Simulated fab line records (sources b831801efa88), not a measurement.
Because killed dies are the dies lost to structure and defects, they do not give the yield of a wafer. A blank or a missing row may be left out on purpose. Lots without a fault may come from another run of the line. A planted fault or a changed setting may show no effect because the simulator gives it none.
Which of the tools did it? | flow gf180mcu | 14 lots, 41 wafers sampled, at 4 steps of a route of 602

WHAT THE GAUGES READ, wafer by wafer
GF_HV_LDD_CD_MEAS_07 targets a cd of 400 nm. Usual: cd nm reads 401.2 nm (standard deviation 2.1).
lot  | measured     | on        | cd nm (nm)        | flag
L835 | day 9 20:08  | cd sem-01 | 402.2 400.2 399.1 |
L836 | day 9 23:46  | cd sem-02 | 402.8 404.2 402.5 |
L837 | day 10 10:20 | cd sem-02 | 403.6 401.4 401.7 |
L838 | day 10 20:23 | cd sem-02 | 398.3 396.1 396.7 |
L839 | day 11 01:03 | cd sem-01 | 399.3 400.0 400.9 |
L840 | day 11 07:12 | cd sem-01 | 398.7 402.4 402.6 |
L841 | day 11 18:13 | cd sem-01 | 404.9 404.5 403.3 |
L845 | day 12 21:31 | cd sem-01 | 412.3 401.9 402.3 |
L847 | day 13 16:21 | cd sem-02 | 398.9 408.0       |
L854 | day 16 03:34 | cd sem-01 | 399.7 400.3 402.1 |
L855 | day 16 10:24 | cd sem-02 | 402.3 398.9 398.5 |
L856 | day 16 16:35 | cd sem-02 | 402.0 401.0 401.2 |
L857 | day 16 21:05 | cd sem-02 | 401.9 401.6 402.4 |
L858 | day 17 07:13 | cd sem-02 | 401.9 401.0 402.3 |

GF_V1_BOW_MEAS_05. Usual: V1_BOW typically reads 81 um, with standard deviation 6.9.
lot  | measured     | on            | V1_BOW (um) | flag
L835 | day 16 21:42 | film metro-02 | 86 75 85    |
L836 | day 17 00:44 | film metro-01 | 84 76 75    |
L837 | day 17 14:20 | film metro-02 | 77 78 86    |
L838 | day 18 03:37 | film metro-02 | 82 75 73    |
L839 | day 18 11:38 | film metro-02 | 85 66 94    |
L840 | day 18 17:51 | film metro-01 | 86 72 84    |
L841 | day 19 08:56 | film metro-02 | 78 80 65    |
L845 | day 20 17:48 | film metro-01 | 84 90 86    |
L847 | day 21 18:50 | film metro-01 | 79 75       |
L854 | day 24 08:35 | film metro-01 | 83 92 76    |
L855 | day 24 16:07 | film metro-02 | 81 78 82    |
L856 | day 24 23:02 | film metro-01 | 84 77 78    |
L857 | day 25 02:22 | film metro-04 | 92 95 88    |
L858 | day 25 12:04 | film metro-04 | 83 76 81    |

WHICH TOOL RAN EACH LOT (tool, then ch and the chambers of the sampled wafers, then the start)
lot  | GF_HV_LDD_DEVELOP_06              | GF_M1_SPUTTER_02
L835 | litho track-01 ch 0, day 9 20:00  | pvd sputter-04, day 15 21:55
L836 | litho track-03 ch 0, day 9 23:37  | pvd sputter-03, day 16 01:10
L837 | litho track-01 ch 0, day 10 10:11 | pvd sputter-03, day 16 14:40
L838 | litho track-01 ch 0, day 10 20:14 | pvd sputter-03, day 17 03:05
L839 | litho track-04 ch 0, day 11 00:54 | pvd sputter-02, day 17 10:37
L840 | litho track-04 ch 0, day 11 07:03 | pvd sputter-04, day 17 17:23
L841 | litho track-01 ch 0, day 11 18:04 | pvd sputter-03, day 18 07:14
L845 | litho track-04 ch 0, day 12 21:22 | pvd sputter-02, day 19 16:22
L847 | litho track-04 ch 0, day 13 16:12 | pvd sputter-04, day 20 17:15
L854 | litho track-04 ch 0, day 16 03:25 | pvd sputter-04, day 23 08:27
L855 | litho track-04 ch 0, day 16 10:16 | pvd sputter-02, day 23 15:47
L856 | litho track-04 ch 0, day 16 16:26 | pvd sputter-03, day 23 22:54
L857 | litho track-04 ch 0, day 16 20:56 | pvd sputter-04, day 24 02:10
L858 | litho track-03 ch 0, day 17 07:04 | pvd sputter-03, day 24 12:46
- GF_HV_LDD_DEVELOP_06: develop time 60 s.
- GF_M1_SPUTTER_02: material AlCu, target thk 450 nm, time 23.9 s.

AS READ BY THE TOOLS THEMSELVES (means over the sampled wafers that have a number; for cases with no such wafer, the mark the record gives instead)
GF_HV_LDD_DEVELOP_06. Usual: chill plate temp C 22.99 C, standard deviation 0.1; resist line temp C 23.00 C, standard deviation 0.094.
lot  | tool           | chill plate temp C (C) | resist line temp C (C) | flag
L835 | litho track-01 | 22.88                  | 23.11                  |
L836 | litho track-03 | 22.98                  | 23.08                  |
L837 | litho track-01 | 22.91                  | 23.12                  |
L838 | litho track-01 | 22.96                  | 22.89                  |
L839 | litho track-04 | 23.12                  | 23.01                  |
L840 | litho track-04 | 23.11                  | 23.05                  |
L841 | litho track-01 | 23.08                  | 23.12                  |
L845 | litho track-04 | 23.08                  | 23.00                  |
L847 | litho track-04 | 22.96                  | 23.06                  |
L854 | litho track-04 | 23.08                  | 22.96                  |
L855 | litho track-04 | 22.85                  | 23.02                  |
L856 | litho track-04 | 22.98                  | 23.00                  |
L857 | litho track-04 | 22.92                  | 22.95                  |
L858 | litho track-03 | 22.94                  | 22.93                  |

GF_M1_SPUTTER_02. Usual: throttle valve pct reads 29.7 % (standard deviation 1.1).
lot  | tool           | throttle valve pct (%) | flag
L835 | pvd sputter-04 | 28.9                   |
L836 | pvd sputter-03 | 30.2                   |
L837 | pvd sputter-03 | 28.8                   |
L838 | pvd sputter-03 | 30.8                   |
L839 | pvd sputter-02 | 29.3                   |
L840 | pvd sputter-04 | 29.8                   |
L841 | pvd sputter-03 | 28.9                   |
L845 | pvd sputter-02 | 29.5                   |
L847 | pvd sputter-04 | 30.2                   |
L854 | pvd sputter-04 | 29.6                   |
L855 | pvd sputter-02 | 29.3                   |
L856 | pvd sputter-03 | 31.1                   |
L857 | pvd sputter-04 | 30.2                   |
L858 | pvd sputter-03 | 31.6                   |

THE ANSWER, worked out from the rows above alone
Rule: lot off if the mean of its wafers having a number is beyond 3 standard deviations from the usual mean. A lot without any number at a reading at which 4 lots or more have one is off too. Any other lot the step has rows for is counted as sound. The gauges are gone through in route order, then the tools' own readings, and for those a lot's mean is taken as printed above. The first step at which some lot is off is used, and at that step the reading that is off furthest; a lot without a number counts as furthest.
Across all readings shown, no lot is off: no conclusion can be drawn from this.

WHAT THE SIMULATOR HAD INSERTED
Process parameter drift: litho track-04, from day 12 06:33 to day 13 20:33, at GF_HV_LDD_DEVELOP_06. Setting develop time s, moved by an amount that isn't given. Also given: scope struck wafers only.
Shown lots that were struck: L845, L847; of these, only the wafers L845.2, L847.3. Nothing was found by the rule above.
